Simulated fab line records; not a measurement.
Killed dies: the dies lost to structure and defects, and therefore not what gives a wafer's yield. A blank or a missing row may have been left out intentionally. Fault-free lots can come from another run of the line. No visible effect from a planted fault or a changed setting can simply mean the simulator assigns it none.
Problem report, 8D (eight disciplines) form, completed by code | flow gf180mcu | the parts of the form that need people (team, actions taken, sign-off) are left out

== 1. WHAT WENT WRONG ==
oesProductAu at GF_STI_ETCH_13 reads a mean of 0.773 a.u. on 4 wafers of 3 lots; wafers without a fault read 0.833 a.u. with a standard deviation of 0.0059. That is -10 standard deviations from the usual mean.
The step: etches the open film in CHF3/O2, stops on Si, target depth 282.31 nm, time 112.9 s.
The first sign was on wafer L851.1 at day 3 06:27, on rieDiel-02. Wafers with a number at this step in the record: 36, from 13 lots. The rule behind "out" and "out of limits": a value lying over 4 standard deviations away from the usual mean. All remaining wafers that have a number are taken as sound.

== 2. WHAT IT IS, AND WHAT IT ISN'T ==
question                    | is                             | is not
which readings at this step | oesProductAu                   | drypumpMotorCurrentA, throttleValvePct
which lots                  | L851, L852, L856               | L846, L847, L848, L861, L862, L863, L864, L866, L868, L869
which wafers of those lots  | L851.1, L851.4, L852.1, L856.4 | L852.2, L856.6
read on which tools         | rieDiel-02                     | rieDiel-03, rieDiel-04
when                        | from day 3 06:27               | up to then (9 sound wafers); but 23 sound wafers of L852, L856, L861, L862, L863, L864, L866, L868, L869 came after

== 3. THE SUSPECTS, EACH WITH WHAT RULES IT OUT ==
Counting: a tool at a process step up to the reading stays a suspect if it ran every lot that is out. Sound lots after the first of them don't rule it out here, since some wafers of a struck lot are sound.
- rieDiel-02 at GF_STI_ETCH_13 (etches the open film in CHF3/O2, stops on Si, target depth 282.31 nm, time 112.9 s): kept. It processed each lot that is out (first: L851, day 3 06:27); up to then, its last sound lot is L847 (day 2 07:45). Its own oesProductAu readings are out on those wafers.
The count leaves rieDiel-02 at GF_STI_ETCH_13.

== 4. THE CAUSE (what the simulator had put in) ==
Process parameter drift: rieDiel-02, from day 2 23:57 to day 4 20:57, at GF_STI_ETCH_13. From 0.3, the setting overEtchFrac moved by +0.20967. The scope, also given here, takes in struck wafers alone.
The count eliminated every tool but this one.

== 5. THE EFFECT CHAIN, in route order ==
One row per reading whose mean, taken over the struck wafers that have a number, lies over 3 standard deviations from the usual. Only readings whose record carries a usual standard deviation are examined. hours: median over the lots of the time between each lot's start at the first step of this table that gives one and its start at this step. sigmas: the change, counted in usual standard deviations.
hours | step            | reading              | usual      | on struck wafers | change | sigmas
0     | GF_STI_ETCH_13  | oesProductAu         | 0.833 a.u. | 0.773            | -0.060 | -10
0     | GF_STI_STRIP_15 | oesProductAu         | 0.383 a.u. | 0.364            | -0.019 | -3.5
0     | GF_STI_STRIP_15 | stripTimeToEndpointS | 3.71 s     | 3.22             | -0.49  | -6.4
Its process steps:
- GF_STI_ETCH_13: etches the open film in CHF3/O2, stops on Si, target depth 282.31 nm, time 112.9 s.
- GF_STI_STRIP_15: strips in O2/N2.
Later measuring or inspecting steps at which every struck wafer that the step has a row for has a number for every such reading, and none has moved that far: GF_STI_THK_MEAS_22, GF_POLY_GATE_THK_MEAS_17.

== 6. WHAT WOULD HAVE CAUGHT IT SOONER ==
The fault began at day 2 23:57; the first out-of-limits reading in this record came at day 3 06:27, 6 hours later.
